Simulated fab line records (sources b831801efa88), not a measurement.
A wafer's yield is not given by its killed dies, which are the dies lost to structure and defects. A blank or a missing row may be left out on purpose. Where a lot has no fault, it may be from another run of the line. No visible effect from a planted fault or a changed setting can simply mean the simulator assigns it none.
fab line records -- flow sfq-line
record lots=6, wafers=16, last-day=86
route steps=325 shown M3@132 I3@133
lots with no fault: from the same line, run without faults
start-h: hours from the record's first day to the start of the lot's first wafer shown -- wait-h: hours since the lot's step before -- " as in the row above -- L1.1+2: a row that stands for several wafers -- - no value, or no start given -- * or withheld: withheld -- < > ~ a bound
route shown NAME@n: NAME is a module with steps in the file, n the number in the route of the first one -- usual: mean/standard deviation of fault-free wafers -- same: alike in all rows -- chamber/n: place in a boat -- sites: each site's reading -- _std_site: the values' standard deviation -- _edge_site: mean of outer sites minus mean of inner sites -- radius-mm: for every site, how far away it sits from the centre of the wafer -- mask NAME#n: copy n -- behind: the most recent tool/chamber to have shaped the wafer -- hold: cause of the lot's hold/its duration in hours/its outcome -- device: whichever transistor did not switch (one of n, p or np) -- end of line: the same wafers' tests at the end of the route -- step lacking rows: just its recipe -- killed: dies lost to structure and defects at the first sort, not the wafer's yield -- map: shows each die of a wafer: x if killed, . if not, _ if none is there
set.NAME: the setting that was run; set.NAME@STEP: the one run at that earlier step -- model.NAME: the simulator's own value behind a step, which no gauge read
lots at some steps of the route; a table a step, a row a wafer
services: the hour from which a tool's chamber was out of use, counted from the record's first day as start-h (under 0 if before that day), plus the number of hours and why
## steps
# step SFQ_TRILAYER_M3_STRIP_SOLV_CLEAN_080
# recipe chemistry=NMP, temp-c=70, time-s=600
# step SFQ_TRILAYER_I3_DEP_PECVD_081
# recipe material=SiO2, temp-c=150, time-s=111.11, pressure-torr=2.4, rf-w=183.3, precursor=SiH4/N2O, target-thk-nm=500
# usual chamber-pressure-Torr=2.400/0.0057, heater-power-outer-w=30/8, heater-power-w=84/20, showerhead-vpp-V=853/37, susceptor-temp-C=149.99/0.14, throttle-valve-pct=23.9/1.4
lot.wafer,tool,chamber,start-h,wait-h,chamber-pressure-Torr,heater-power-outer-w,heater-power-w,showerhead-vpp-V,susceptor-temp-C,throttle-valve-pct
L722.1,pecvd-03,0,951.15,0.0,2.406,37,111,855,150.01,23.7
L722.3,pecvd-03,2,951.15,0.0,2.397,30,71,813,150.03,23.3
L722.5,pecvd-03,1,951.15,0.0,2.390,17,51,895,149.87,22.9
L725.3,pecvd-01,2,958.18,0.0,2.401,31,93,860,150.14,22.6
L725.4,pecvd-01,0,958.18,0.0,2.404,20,54,877,150.04,21.8
L725.6,pecvd-01,1,958.18,0.0,2.388,46,115,817,149.99,23.4
L734.4,pecvd-01,2,1020.43,0.0,2.399,30,89,829,149.79,23.1
L734.6,pecvd-01,1,1020.43,0.0,2.395,44,118,806,150.17,23.5
L738.3,pecvd-03,2,1025.19,0.0,2.400,32,73,829,150.13,23.6
L738.5,pecvd-03,0,1025.19,0.0,2.398,38,109,851,150.06,23.8
L740.1,pecvd-03,1,1171.38,0.0,2.392,20,58,907,149.81,23.7
L740.2,pecvd-03,2,1171.38,0.0,2.406,36,79,813,150.00,23.8
L740.5,pecvd-03,2,1171.38,0.0,2.400,25,65,802,150.12,23.5
L744.1,pecvd-03,1,1224.26,0.0,2.396,13,49,905,150.13,23.9
L744.4,pecvd-03,1,1224.26,0.0,2.392,16,53,905,150.09,23.9
L744.5,pecvd-03,2,1224.26,0.0,2.399,34,80,807,149.88,24.0
# step SFQ_TRILAYER_I3_CMP_CMP_082
# recipe material=SiO2, down-force-psi=3, platen-rpm=60, pad-velocity-m-s=0.94248
# usual motor-current-A=10.0/0.58, time-to-endpoint-s=216/11
lot.wafer,tool,chamber,start-h,wait-h,motor-current-A,time-to-endpoint-s
L722.3,cmp-01,0,955.88,4.7,10.4,229
L722.1,cmp-01,2,956.88,5.7,10.0,221
L722.5,cmp-01,3,956.88,5.7,9.6,222
L725.3,cmp-02,3,965.97,7.8,9.5,200
L725.4,cmp-02,0,965.97,7.8,9.2,202
L725.6,cmp-02,2,967.47,9.2,10.6,220
L734.4,cmp-02,0,1028.76,8.3,8.7,223
L734.6,cmp-02,2,1029.76,9.3,10.5,232
L738.3,cmp-02,3,1038.26,13.0,9.3,216
L738.5,cmp-02,1,1039.26,14.0,9.5,225
L740.2,cmp-02,3,1173.92,2.5,9.4,206
L740.1,cmp-02,0,1173.92,2.5,9.2,200
L740.5,cmp-02,3,1175.92,4.5,9.5,206
L744.4,cmp-01,1,1231.06,6.7,10.0,235
L744.1,cmp-01,2,1231.06,6.7,10.0,212
L744.5,cmp-01,0,1232.56,8.2,10.6,218
# step SFQ_I3_BOW_MEAS_922
# recipe mode=bow
# usual I3_BOW=0/7.7
lot.wafer,tool,chamber,start-h,wait-h,I3_BOW[um]
L722.1,film-metro-01,-,958.38,1.0,-2
L722.3,film-metro-01,-,958.38,1.0,11
L722.5,film-metro-01,-,958.38,1.0,-9
L725.3,film-metro-01,-,968.01,1.5,7
L725.4,film-metro-01,-,968.01,1.5,8
L725.6,film-metro-01,-,968.01,1.5,10
L734.4,film-metro-03,-,1030.82,1.6,4
L734.6,film-metro-03,-,1030.82,1.6,10
L738.3,film-metro-03,-,1039.80,1.0,0
L738.5,film-metro-03,-,1039.80,1.0,-6
L740.1,film-metro-01,-,1176.42,1.5,9
L740.2,film-metro-01,-,1176.42,1.5,-4
L740.5,film-metro-01,-,1176.42,1.5,4
L744.1,film-metro-03,-,1233.06,1.0,-6
L744.4,film-metro-03,-,1233.06,1.0,-7
L744.5,film-metro-03,-,1233.06,1.0,-7
# step SFQ_TRILAYER_I3_METRO_MEASURE_083
# usual thk-nm=200.2/1.3
lot.wafer,tool,chamber,start-h,wait-h,thk-nm
L722.1,film-metro-01,-,958.50,0.1,200.4
L722.3,film-metro-01,-,958.50,0.1,200.4
L722.5,film-metro-01,-,958.50,0.1,199.6
L725.3,film-metro-01,-,968.49,0.5,198.9
L725.4,film-metro-01,-,968.49,0.5,199.7
L725.6,film-metro-01,-,968.49,0.5,199.5
L734.4,film-metro-03,-,1031.48,0.6,201.8
L734.6,film-metro-03,-,1031.48,0.6,202.9
L738.3,film-metro-03,-,1040.28,0.5,200.9
L738.5,film-metro-03,-,1040.28,0.5,202.1
L740.1,film-metro-01,-,1176.54,0.1,200.0
L740.2,film-metro-01,-,1176.54,0.1,199.0
L740.5,film-metro-01,-,1176.54,0.1,198.1
L744.1,film-metro-03,-,1233.18,0.1,200.4
L744.4,film-metro-03,-,1233.18,0.1,201.5
L744.5,film-metro-03,-,1233.18,0.1,199.3
# step SFQ_TRILAYER_I3_VIA_LITHO_COAT_090
# recipe resist=BARC, spin-rpm=3000, resist-thk-nm=62
# step SFQ_TRILAYER_I3_VIA_LITHO_COAT_085
# recipe resist=KrF, spin-rpm=3000, resist-thk-nm=650
# step SFQ_TRILAYER_I3_VIA_LITHO_SOFTBAKE_089
# recipe temp-c=withheld, time-s=withheld, resist=KrF
# step SFQ_TRILAYER_I3_VIA_LITHO_EXPOSE_086
# recipe mask-id=I3, na=0.6, source-shape=conventional, sigma-outer=0.65, target-cd-nm=500, dose-mj=21.3
# step SFQ_TRILAYER_I3_VIA_LITHO_PEB_088
# recipe peb-temp-c=115, peb-time-s=60, resist=KrF
# step SFQ_TRILAYER_I3_VIA_LITHO_DEVELOP_087
# recipe time-s=60, resist=KrF
# step SFQ_I3_OVL_MEAS_923
# usual I3_OVL=-1/5.8
lot.wafer,tool,chamber,start-h,wait-h,I3_OVL[nm]
L722.1,overlay-02,-,962.46,0.1,6
L722.3,overlay-02,-,962.46,0.1,6
L722.5,overlay-02,-,962.46,0.1,4
L725.3,overlay-01,-,971.56,0.1,7
L725.4,overlay-01,-,971.56,0.1,6
L725.6,overlay-01,-,971.56,0.1,8
L734.4,overlay-02,-,1051.67,0.1,14
L734.6,overlay-02,-,1051.67,0.1,16
L738.3,overlay-01,-,1058.97,0.1,3
L738.5,overlay-01,-,1058.97,0.1,9
L740.1,overlay-01,-,1180.11,0.1,10
L740.2,overlay-01,-,1180.11,0.1,-8
L740.5,overlay-01,-,1180.11,0.1,1
L744.1,overlay-02,-,1248.47,0.1,4
L744.4,overlay-02,-,1248.47,0.1,-5
L744.5,overlay-02,-,1248.47,0.1,3
# step SFQ_TRILAYER_I3_VIA_BARC_OPEN_VIA_ETCH_121
# recipe mask-material=PR, chemistry=O2, target-depth-nm=125, target=BARC, source-w=500, bias-w=80, pressure-mtorr=30, time-s=41.7
# usual chamber-pressure-mTorr=30.003/0.027, drypump-motor-current-A=5.5/0.35, oes-product-au=0.685/0.0045, run-length-s=69.9/0.52
lot.wafer,tool,chamber,start-h,wait-h,chamber-pressure-mTorr,drypump-motor-current-A,oes-product-au,rf-hours-counter-h,run-length-s
L722.1,rie-diel-01,0,962.50,0.0,29.994,5.1,0.686,4,69.6
L722.3,rie-diel-01,3,962.50,0.0,29.965,5.7,0.678,14,69.9
L722.5,rie-diel-01,3,962.50,0.0,29.962,5.6,0.679,-,70.0
L725.3,rie-diel-03,3,971.58,0.0,30.049,5.1,0.688,1,70.8
L725.4,rie-diel-03,2,971.58,0.0,30.017,6.1,0.687,11,70.5
L725.6,rie-diel-03,1,971.58,0.0,30.017,4.8,0.685,-,70.5
L734.4,rie-diel-03,0,1051.69,0.0,30.032,5.8,0.688,8,69.3
L734.6,rie-diel-03,3,1051.69,0.0,29.992,5.1,0.677,-,72.6
L738.3,rie-diel-03,1,1058.99,0.0,29.976,4.8,0.670,17,72.3
L738.5,rie-diel-03,3,1058.99,0.0,30.035,5.1,0.681,-,70.7
L740.1,rie-diel-04,2,1180.15,0.0,29.965,5.2,0.686,14,69.8
L740.2,rie-diel-04,0,1180.15,0.0,29.999,5.8,0.689,7,70.0
L740.5,rie-diel-04,0,1180.15,0.0,29.986,5.8,0.685,-,70.1
L744.1,rie-diel-01,1,1248.51,0.0,29.994,5.6,0.684,9,69.2
L744.4,rie-diel-01,1,1248.51,0.0,29.969,5.6,0.672,-,69.2
L744.5,rie-diel-01,2,1248.51,0.0,29.972,5.4,0.683,-,69.9
# step SFQ_TRILAYER_I3_VIA_ETCH_VIA_ETCH_088
# recipe target=SiO2, stop-on=Nb, mask-material=PR, taper-deg=20, chemistry=CHF3, target-depth-nm=260, source-w=500, bias-w=80, pressure-mtorr=30, time-s=withheld
# usual chamber-pressure-mTorr=30.000/0.029, drypump-motor-current-A=5.5/0.35, oes-product-au=0.856/0.005
lot.wafer,tool,chamber,start-h,wait-h,chamber-pressure-mTorr,drypump-motor-current-A,oes-product-au
L722.1,rie-diel-01,0,962.54,0.0,29.986,5.1,0.856
L722.3,rie-diel-01,3,962.54,0.0,29.999,5.7,0.860
L722.5,rie-diel-01,3,962.54,0.0,30.043,5.6,0.849
L725.3,rie-diel-03,3,971.62,0.0,30.009,5.1,0.844
L725.4,rie-diel-03,2,971.62,0.0,29.998,6.1,0.860
L725.6,rie-diel-03,1,971.62,0.0,29.997,4.8,0.853
L734.4,rie-diel-03,0,1051.73,0.0,29.988,5.9,0.862
L734.6,rie-diel-03,3,1051.73,0.0,30.042,5.1,0.858
L738.3,rie-diel-03,1,1059.03,0.0,29.969,4.8,0.858
L738.5,rie-diel-03,3,1059.03,0.0,29.987,5.1,0.858
L740.1,rie-diel-04,2,1180.19,0.0,30.011,5.2,0.859
L740.2,rie-diel-04,0,1180.19,0.0,30.010,5.8,0.851
L740.5,rie-diel-04,0,1180.19,0.0,29.976,5.8,0.855
L744.1,rie-diel-01,1,1248.55,0.0,30.058,5.6,0.855
L744.4,rie-diel-01,1,1248.55,0.0,29.968,5.6,0.860
L744.5,rie-diel-01,2,1248.55,0.0,29.987,5.4,0.860
## services
tool,chamber,start-h,hours,kind
rie-diel-01,-,946.65,0.4,repair
film-metro-01,-,969.36,1.8,pm
film-metro-01,-,986.70,0.2,pm
rie-diel-01,1,1010.58,5.5,repair
pecvd-03,1,1038.59,16.4,repair
cmp-02,-,1059.85,2.7,repair
rie-diel-03,2,1064.09,11.7,repair
film-metro-01,-,1076.23,0.3,pm
rie-diel-01,0,1087.08,7.0,repair
cmp-02,-,1090.80,4.9,pm
rie-diel-03,-,1091.43,0.8,repair
cmp-02,-,1095.68,4.0,pm
rie-diel-03,0,1099.35,8.3,repair
rie-diel-03,2,1103.77,7.6,repair
rie-diel-03,3,1106.54,2.4,repair
pecvd-03,-,1110.09,2.8,pm
rie-diel-03,0,1114.30,4.3,repair
rie-diel-01,0,1116.85,2.6,repair
rie-diel-01,2,1132.54,9.9,repair
rie-diel-03,-,1135.80,0.3,repair
cmp-02,-,1137.66,2.8,repair
rie-diel-01,2,1158.18,10.2,repair
cmp-02,-,1211.62,13.2,pm
rie-diel-01,3,1246.04,5.2,repair
## key
first-sign step=SFQ_TRILAYER_I3_VIA_BARC_OPEN_VIA_ETCH_121, reading=run-length-s, direction=up, sigmas=4.9, usual=*, struck=*
effect step=SFQ_TRILAYER_I3_VIA_BARC_OPEN_VIA_ETCH_121, reading=oes-product-au, direction=down, sigmas=2.6, usual=0.685, struck=0.673
met-at SFQ_TRILAYER_I3_VIA_BARC_OPEN_VIA_ETCH_121
struck-wafers L734.6,L738.3
onset-between 971.58 1051.69
fault kind=process-parameter-drift, tool=rie-diel-03, chamber=-, onset-h=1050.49, steps=SFQ_TRILAYER_I3_VIA_BARC_OPEN_VIA_ETCH_121, channel=time-s, offset=*, shape=step, end-h=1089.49, scope=struck-wafers-only, acts-in=*, stated=*
